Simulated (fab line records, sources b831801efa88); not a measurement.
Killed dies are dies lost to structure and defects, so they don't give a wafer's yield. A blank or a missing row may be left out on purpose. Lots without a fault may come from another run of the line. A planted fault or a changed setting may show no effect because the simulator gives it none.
Which tool did it? | flow sky130 | 14 lots, 42 wafers sampled, at 2 steps of a route of 708

WHAT THE GAUGES READ, wafer by wafer
SKY_LDD_LDN_TW_MEAS_13. Usual: LDD_LDN_TW 1465, standard deviation 15.
lot  | measured     | on            | LDD_LDN_TW     | flag
L842 | day 24 08:44 | film_metro-01 | 1464 1467 1469 |
L843 | day 24 14:20 | film_metro-02 | 1459 1463 1461 |
L845 | day 25 11:33 | film_metro-03 | 1482 1481 1475 |
L846 | day 25 21:05 | film_metro-01 | 1453 1458 1455 |
L847 | day 26 01:59 | film_metro-02 | 1450 1454 1450 |
L851 | day 28 02:05 | film_metro-01 | 1370 1368 1374 | OFF
L853 | day 28 09:35 | film_metro-02 | 1372 1374 1369 | OFF
L855 | day 28 21:46 | film_metro-01 | 1448 1459 1450 |
L856 | day 29 14:02 | film_metro-02 | 1443 1452 1457 |
L857 | day 29 17:02 | film_metro-01 | 1446 1446 1452 |
L858 | day 30 00:26 | film_metro-02 | 1456 1454 1454 |
L859 | day 30 08:50 | film_metro-01 | 1485 1491 1488 |
L860 | day 30 19:14 | film_metro-01 | 1477 1489 1491 |
L861 | day 30 23:11 | film_metro-02 | 1459 1460 1457 |

WHICH TOOL RAN EACH LOT (tool, then ch and the chambers of the sampled wafers, then the start)
lot  | SKY_LDD_LDN_IMPLANT_08
L842 | implanter-03 ch 0, day 24 08:02
L843 | implanter-03 ch 0, day 24 13:38
L845 | implanter-01 ch 0, day 25 10:53
L846 | implanter-01 ch 0, day 25 20:23
L847 | implanter-01 ch 0, day 26 01:18
L851 | implanter-03 ch 0, day 28 01:23
L853 | implanter-03 ch 0, day 28 08:55
L855 | implanter-02 ch 0, day 28 21:07
L856 | implanter-02 ch 0, day 29 13:22
L857 | implanter-02 ch 0, day 29 16:22
L858 | implanter-02 ch 0, day 29 23:46
L859 | implanter-01 ch 0, day 30 08:08
L860 | implanter-01 ch 0, day 30 18:34
L861 | implanter-02 ch 0, day 30 22:31
- SKY_LDD_LDN_IMPLANT_08

WHAT THE TOOLS THEMSELVES READ (means of the sampled wafers that have a number; where no wafer has one, the mark that the record gives instead)
SKY_LDD_LDN_IMPLANT_08. Usual: dose_ions_cm2 1.25e+13, standard deviation 1.5e+10; end_station_pressure_torr 5.06e-06 Torr, standard deviation 2.6e-07; faraday_current_uA 70.6, standard deviation 1.5; rotation_deg 22.997 degrees, standard deviation 0.023.
lot  | tool         | dose_ions_cm2 | end_station_pressure_torr (Torr) | faraday_current_uA | rotation_deg (degrees) | flag
L842 | implanter-03 | 1.25e+13      | 5.46e-06                         | 68.6               | 23.008                 |
L843 | implanter-03 | 1.25e+13      | 4.94e-06                         | 69.4               | 23.024                 |
L845 | implanter-01 | 1.25e+13      | 5.03e-06                         | 70.2               | 22.998                 |
L846 | implanter-01 | 1.25e+13      | 5.02e-06                         | 69.9               | 22.979                 |
L847 | implanter-01 | 1.25e+13      | 5.00e-06                         | 69.9               | 22.980                 |
L851 | implanter-03 | 3.75e+12      | 5.00e-06                         | 21.0               | 22.970                 | OFF
L853 | implanter-03 | 3.74e+12      | 5.05e-06                         | 21.5               | 22.999                 | OFF
L855 | implanter-02 | 1.25e+13      | 4.92e-06                         | 71.4               | 23.017                 |
L856 | implanter-02 | 1.25e+13      | 5.08e-06                         | 70.6               | 23.011                 |
L857 | implanter-02 | 1.25e+13      | 5.12e-06                         | 71.2               | 22.979                 |
L858 | implanter-02 | 1.25e+13      | 5.03e-06                         | 70.4               | 22.960                 |
L859 | implanter-01 | 1.25e+13      | 4.93e-06                         | 69.7               | 22.990                 |
L860 | implanter-01 | 1.25e+13      | 5.27e-06                         | 71.4               | 22.995                 |
L861 | implanter-02 | 1.25e+13      | 5.30e-06                         | 70.3               | 23.015                 |

THE ANSWER, worked out from the rows above alone
Rule: a lot is off if the mean of its wafers that have a number lies more than 3 standard deviations from the usual mean. A lot without any number at a reading at which 4 lots or more have one is off too. The other lots that the step has rows for count as sound. The gauges are gone through in route order, then the tools' own readings, and for those a lot's mean is taken as printed above. The first step at which some lot is off is used, and at that step the reading that is off furthest; a lot without a number counts as furthest.
Off: L851, L853, at SKY_LDD_LDN_TW_MEAS_13 (LDD_LDN_TW).
A tool fits if, at a process step before that reading, it ran every lot that is off, and no sound lot after the first of them. The gauges at SKY_LDD_LDN_TW_MEAS_13 aren't tried: what is off there is off at SKY_LDD_LDN_IMPLANT_08 too, on other tools, and a gauge's error can't cause that. One fits: implanter-03 at SKY_LDD_LDN_IMPLANT_08. Its last sound lot is L843 (day 24 13:38), its first lot that is off L851 (day 28 01:23): a fault that began between those two fits.
The tool's own readings at SKY_LDD_LDN_IMPLANT_08 bear it out: on the lots that are off they differ by more than 5 times the standard deviation of the sound lots' means. dose_ions_cm2 reads 3.74e+12 there against 1.25e+13 on the sound lots; faraday_current_uA reads 21.2 there against 70.2 on the sound lots.

WHAT THE SIMULATOR HAD PUT IN
Process parameter drift: implanter-03, from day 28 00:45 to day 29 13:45, at SKY_LDD_LDN_IMPLANT_08. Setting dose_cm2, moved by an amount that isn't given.
Lots struck among those shown: L851, L853. The rule above found the same.
